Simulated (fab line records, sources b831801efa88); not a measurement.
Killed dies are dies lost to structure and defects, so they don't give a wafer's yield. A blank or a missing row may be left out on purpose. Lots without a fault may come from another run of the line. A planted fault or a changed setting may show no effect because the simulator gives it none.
A struck lot beside a sound one | flow sky130 | 14 steps out of a route of 708
Sound: wafers L988.3, L988.4, L988.5. Struck: wafers L995.3, L995.5, L995.6. The cause comes at the end.
At each step with rows: each side's tool, then ch and its chambers, then its first start. Under that, the readings that differ: sound wafers | struck wafers | difference of the means | sigmas: that difference in standard deviations of wafers without a fault.
alike: readings whose means differ by less than 2 such deviations, and words and numbers that are the same on both sides. not compared: withheld readings, readings that some wafer has no value for, bounds like >300 that may hide the same value, and numbers for which the record gives no deviation and whose values overlap.
The two part at a step that has a row with sigmas, a row that says differs or no value, or rows on one side only. Numbers that don't overlap but have no deviation are shown without sigmas and don't part them. A reading that every wafer of one side lacks parts them only if that side has two wafers or more.

SKY_POLY_GATE_THK_MEAS_01:
  sound on film_metro-04, day 15 09:34; struck on film_metro-04, day 17 20:37
  alike: POLY_GATE_CVD_00_THK
then, 8 steps without rows for these wafers: SKY_RES_PROTECT_DEHYDRATE_00 (time 60 s); SKY_RES_PROTECT_HMDS_01 (prime time 60 s); SKY_RES_PROTECT_COAT_02 (resist thk 1140 nm); SKY_RES_PROTECT_SOFTBAKE_03 (time 60 s); SKY_RES_PROTECT_EXPOSE_04 (exposes mask RPM, target cd 1270 nm); SKY_RES_PROTECT_PEB_05; SKY_RES_PROTECT_DEVELOP_06 (develop time 60 s); SKY_POLY_GATE_IMPLANT_02.
SKY_RES_PROTECT_STRIP_07: strips in O2/N2.
  sound on plasma_asher-03 ch 0,1, day 16 13:42; struck on plasma_asher-02 ch 0,1, day 19 02:14
  alike: drypump_motor_current_A, oes_product_au, strip_time_to_endpoint_s
  not compared: rf_hours_counter_h
SKY_RES_PROTECT_TW_MEAS_08:
  sound on film_metro-01, day 16 13:47; struck on film_metro-01, day 19 02:20
  alike: POLY_GATE_TW
then, 1 step without rows for these wafers: SKY_RES_PROTECT_CLEAN_09 (cleans in SC1/SC2, time 150 s).
SKY_POLY_GATE_CVD_03: deposits Si3N4 from DCS/NH3, target thk 75 nm, time 1290 s.
  sound on lpcvd-02 ch 1, day 16 14:19; struck on lpcvd-02 ch 0, day 19 02:25
  no value came back on the struck wafers for pressure_mtorr (mTorr), spike_tc_bottom_C (C), spike_tc_lower_C (C); on the sound wafers pressure_mtorr (mTorr) reads 249.9 250.0 249.8
then, 1 step without rows for these wafers: SKY_PAD_OPEN_PROBE_99.

WHERE THEY PART
Only at SKY_POLY_GATE_CVD_03, within this record.

WHY: what the simulator had put in
Skipped step whole: lpcvd-02, from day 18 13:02 on, at SKY_POLY_GATE_CVD_03. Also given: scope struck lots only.
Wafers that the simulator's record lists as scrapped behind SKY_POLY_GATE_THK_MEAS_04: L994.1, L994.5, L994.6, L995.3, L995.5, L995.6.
